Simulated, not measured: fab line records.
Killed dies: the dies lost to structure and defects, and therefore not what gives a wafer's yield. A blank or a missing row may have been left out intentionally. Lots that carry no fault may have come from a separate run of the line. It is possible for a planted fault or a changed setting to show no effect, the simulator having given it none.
fab line records    flow sky130
record lots=14  wafers=42  last-day=50
route steps=708 shown SD_N@347
lots that met no fault: taken from a fault-free run of the same line
start-h: the number of hours between the record's first day and the start of the first shown wafer of the lot    wait-h: how many hours have passed since the lot's step before this one    " as in the row above    L1.1+2: one row covering several wafers at once    - no value, or no start was given    * or withheld: withheld    < > ~ a bound
route shown NAME@n: names a module that has steps shown in the file, with the first one's number in the route    usual: mean and standard deviation over wafers with no fault    same: alike in all rows    chamber/n: place in a boat    sites: per-site readings    _std_site: the standard deviation of these    _edge_site: the outer-site mean with the inner-site mean subtracted    radius-mm: for every site, how far away it sits from the centre of the wafer    mask NAME#n: copy n    behind: the last tool/chamber to shape the wafer    hold: reason for holding the lot/hours on hold/outcome of the hold    device: the transistor (n, p or np) that didn't switch    end of line: the route-end tests of the same wafers    step lacking rows: just its recipe    killed: not the wafer's yield, but the dies lost to structure and defects at the first sort    map: a wafer's dies, marking killed ones x, the rest . and places with no die _
set.NAME: the run value of the setting; set.NAME@STEP: its run value at that earlier step    model.NAME: the simulator's own value behind a step, which no gauge read
route steps across a sampled set of lots; one table per step, one row per wafer
## steps
# step SKY_SD_N_PEB_05
# recipe temp-c=withheld  time-s=*  resist=NOVOLAK
# usual chill-plate-temp-C=*  exhaust-pa=44.9/0.97
lot.wafer  tool            chamber  start-h  wait-h  chill-plate-temp-C  exhaust-pa
L276.1     litho-track-03  0        664.73   -       *                   44.0
L276.2     "               0        "        "       *                   42.6
L276.5     "               0        "        "       *                   43.8
L277.1     litho-track-02  0        670.76   -       *                   44.8
L277.2     "               0        "        "       *                   44.9
L277.3     "               0        "        "       *                   46.0
L278.1     litho-track-02  0        679.86   -       *                   45.0
L278.3     "               0        "        "       *                   44.9
L278.6     "               0        "        "       *                   45.1
L281.3     litho-track-02  0        706.61   -       *                   44.9
L281.4     "               0        "        "       *                   45.1
L281.6     "               0        "        "       *                   44.4
L282.1     litho-track-02  0        711.56   -       *                   45.4
L282.2     "               0        "        "       *                   45.3
L282.4     "               0        "        "       *                   44.7
L285.3     litho-track-03  0        741.53   -       *                   45.4
L285.5     "               0        "        "       *                   45.7
L285.6     "               0        "        "       *                   44.2
L288.1     litho-track-03  -        755.33   -       -                   -
L288.5     "               -        "        "       -                   -
L288.6     "               -        "        "       -                   -
L289.3     litho-track-04  -        766.89   -       -                   -
L289.4     "               -        "        "       -                   -
L289.5     "               -        "        "       -                   -
L291.1     litho-track-02  0        782.81   -       *                   43.8
L291.5     "               0        "        "       *                   45.1
L291.6     "               0        "        "       *                   44.3
L293.1     litho-track-04  0        797.24   -       *                   45.0
L293.3     "               0        "        "       *                   44.5
L293.4     "               0        "        "       *                   44.9
L294.2     litho-track-04  0        800.91   -       *                   44.9
L294.4     "               0        "        "       *                   45.0
L294.5     "               0        "        "       *                   43.6
L295.2     litho-track-03  0        807.90   -       *                   46.2
L295.4     "               0        "        "       *                   45.6
L295.6     "               0        "        "       *                   45.0
L296.4     litho-track-04  0        822.61   -       *                   43.3
L296.5     "               0        "        "       *                   44.4
L296.6     "               0        "        "       *                   44.8
L297.1     litho-track-04  0        824.84   -       *                   45.5
L297.4     "               0        "        "       *                   46.2
L297.5     "               0        "        "       *                   45.9
## key
first-sign step=SKY_SD_N_PEB_05  reading=tool-record  direction=missing
effect none on later readings
met-at SKY_SD_N_PEB_05
struck-lots L288,L289
sort-left-out L288.1,L288.5,L288.6,L289.3,L289.4,L289.5
tester-left-out L288,L289
onset-between 741.53 755.33
fault kind=skipped-step-whole  tool=litho-track-03,litho-track-04  chamber=-  onset-h=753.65  steps=SKY_SD_N_PEB_05  scope=struck-lots-only
# tester-left-out: of these lots the tester's yield and bins aren't shown, on N5 and GAA mostly nor the transistor test; their killed dies are dies lost to structure and defects alone, not to doping, threshold or leakage, so they don't give the yield
# sort-left-out: the simulated sort isn't trusted on such a fault, so these wafers' sort isn't shown, and their yield isn't known
